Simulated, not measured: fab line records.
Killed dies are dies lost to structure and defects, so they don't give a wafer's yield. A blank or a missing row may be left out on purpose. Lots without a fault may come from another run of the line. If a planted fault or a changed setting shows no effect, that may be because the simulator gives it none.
Comparing a struck lot with a sound one ; flow sky130 ; 15 out of 708 route steps
Sound: the wafers L457.3, L457.5, L457.6. The struck wafers were L469.1, L469.2, L469.6. The cause is given at the end.
For every step that has rows: the tool of each side, followed by ch and its chambers, followed by its first start. Under that, the readings that differ: sound wafers ; struck wafers ; difference of the means ; sigmas: that difference in standard deviations of wafers without a fault.
alike: same words and numbers on both sides, and readings whose means sit less than 2 such deviations apart. not compared: any withheld reading, any reading some wafer has no value for, any bound like >300 that may hide the same value, and any number with overlapping values for which the record gives no deviation.
The two part at a step that has a row with sigmas, a row that says differs or no value, or rows on one side only. Numbers that have no deviation but don't overlap get no sigmas and don't part them. Lack of a reading on every wafer of one side parts them only where that side has two or more wafers.

SKY_VIA2_STRIP_16: strips in O2/N2.
  sound on plasma_asher-03 ch 0,1, day 38 09:02; struck on plasma_asher-04 ch 0,1, day 41 12:52
reading;sound;struck;difference;sigmas
strip_time_to_endpoint_s (s);4.060 4.015 4.060;4.115 4.099 4.110;+0.063;+2
  alike: chamber_pressure_mTorr, drypump_motor_current_A, oes_product_au
  not compared: rf_hours_counter_h
then, 4 steps without rows for these wafers: SKY_VIA2_STRIP_17 (strips in post etch residue remover, time 1200 s); SKY_VIA2_CLEAN_18 (cleans in IPA, time 180 s); SKY_VIA2_CLEAN_19 (cleans in O3/DIW); SKY_VIA2_SPUTTER_20 (material TiN, target thk 20 nm, time 80 s).
SKY_VIA2_CVD_21: deposits W, target thk 420 nm, time 126.4 s.
  sound on cvd_w-02 ch 0,1, day 38 09:43; struck on cvd_w-02 ch 0,1, day 41 13:31
  alike: heater_power_w
  not compared: since_wet_clean_h
SKY_VIA2_RS_MEAS_22: a four-point-probe measurement.
  struck on film_metro-03, day 41 13:38; sound on film_metro-04, day 38 09:50
  alike: VIA2_W_RS
SKY_VIA2_THK_MEAS_23: measures by xrf.
  struck on film_metro-03, day 41 13:46; sound on film_metro-04, day 38 09:56
reading;sound;struck;difference;sigmas
VIA2_W_THK (nm);432 429 411;416 401 397;-19;-2
SKY_VIA2_CMP_24: polishes, stops on SiO2, t overpolish 20 s, target thk 0 nm.
  sound on cmp-01 ch 0,1,3, day 38 10:05; struck on cmp-02 ch 0,2, day 41 13:49
  alike: motor_current_A, overpolish_run_s, retaining_ring_pressure_frac, slurry_flow_ml_min, time_to_endpoint_s
SKY_METAL3_SPUTTER_00: material Ti, target thk 15 nm, time 10 s.
  struck on pvd_sputter-03, day 41 14:07; sound on pvd_sputter-02, day 38 10:17
  alike: throttle_valve_pct
SKY_METAL3_SPUTTER_01: material TiN, target thk 20 nm, time 16.7 s.
  struck on pvd_sputter-03, day 41 14:09; sound on pvd_sputter-02, day 38 10:18
  alike: throttle_valve_pct
then, 1 step without rows for these wafers: SKY_METAL3_SPUTTER_02 (material AlCu, target thk 735 nm, time 39.1 s).
SKY_METAL3_SPUTTER_03: material Ti, target thk 5 nm, time 3.3 s.
  struck on pvd_sputter-03, day 41 14:13; sound on pvd_sputter-02, day 38 10:22
reading;sound;struck;difference;sigmas
model.Ti_of_METAL3_SPUTTER_03.thk_nm (nm);5.054 5.034 5.224;1.837 1.916 1.804;-3.252;
  alike: throttle_valve_pct
then, 1 step without rows for these wafers: SKY_METAL3_SPUTTER_04 (material TiN, target thk 70 nm, time 58.3 s).
-- the record jumps here: 8 days lie between the struck wafers' starts before and after (it left off in module METAL3 and takes up again in module PAD_OPEN, whose first step shown is number 708 of the route) --
SKY_PAD_OPEN_PROBE_99:
  struck on prober-02, day 49 19:02; sound on prober-02, day 47 10:48
reading;sound;struck;difference;sigmas
killed_at_front_end;4 6 9;24 11 20;+12;+2
sort_bin_5_function (%);8.3 7.7 8.3;10.4 11.8 12.6;+3.5;+2
  alike: defect_limited_yield, killed_at_M0_to_M3, killed_at_M4_up, killed_at_contacts, killed_at_other, killed_dies, killed_on_rim, killed_open, killed_short, sort_bin_3_pad_short, sort_bin_6_memory, sort_n_pass, sort_yield_pct

## WHERE THEY PART
First at SKY_VIA2_STRIP_16; last, within this record, at SKY_PAD_OPEN_PROBE_99.

WHY: the cause the simulator had injected
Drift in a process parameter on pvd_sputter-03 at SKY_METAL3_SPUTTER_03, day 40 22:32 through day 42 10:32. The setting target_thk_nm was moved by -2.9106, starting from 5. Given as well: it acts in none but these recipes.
